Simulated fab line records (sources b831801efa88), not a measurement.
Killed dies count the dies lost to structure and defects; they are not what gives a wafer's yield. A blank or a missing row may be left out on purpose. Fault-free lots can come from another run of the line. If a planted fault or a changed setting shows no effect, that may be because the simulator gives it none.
2 desks looking at one fault ; flow sky130 ; what lay behind the numbers comes last; until then each desk has only its own

== FROM THE METROLOGY DESK ==
Means of the sampled wafers that have a number, per lot and without regard to the tool the lot ran on: this is what the gauges read. Any lot whose mean is over 4 standard deviations away from the usual mean is out of limits and marked OUT; that distance is given in the brackets.
Columns: A = cd_nm at SKY_VIA3_CD_MEAS_12, usual 199.6 nm; B = CAP2M_CVD_00_THK at SKY_CAP2M_THK_MEAS_01, usual 15.49 nm
lot;first seen here;A;B
L326;day 39 15:15;199.1;15.69
L328;day 40 09:45;200.3;15.61
L330;day 41 11:28;199.2;15.50
L332;day 42 01:05;200.0;15.46
L335;day 42 13:31;199.6;15.66
L339;day 43 19:40;201.0;15.62
L341;day 44 06:54;201.2;14.90
L344;day 45 02:06;199.5;14.79
L346;day 45 12:07;198.1;15.60
L348;day 45 21:53;199.5;15.22
L349;day 46 02:41;199.3;15.53
This desk found nothing out of limits on any of the 11 lots.

== AT THE TOOL OWNER'S DESK: pecvd-03 ==
The tool's own readings at SKY_CAP2M_CVD_00 (deposits SiO2, target thk 15.5 nm): means of the sampled wafers that have a number, for each lot that ran on this tool. Any lot whose mean is over 4 standard deviations away from the usual mean is out of limits and marked OUT; that distance is given in the brackets.
Columns: A = heater_power_w at SKY_CAP2M_CVD_00, usual 733 W
lot;first seen here;A
L326;day 39 17:11;762
L330;day 41 13:08;751
L332;day 42 02:45;807
L341;day 44 08:38;812
L344;day 45 03:46;765
This desk found nothing out of limits on any of the 5 lots.

== ALL TOGETHER ==
Nothing out of limits was seen by the metrology desk.
Nothing out of limits was seen by the tool owner's desk.

== WHAT HAD BEEN PUT IN BY THE SIMULATOR ==
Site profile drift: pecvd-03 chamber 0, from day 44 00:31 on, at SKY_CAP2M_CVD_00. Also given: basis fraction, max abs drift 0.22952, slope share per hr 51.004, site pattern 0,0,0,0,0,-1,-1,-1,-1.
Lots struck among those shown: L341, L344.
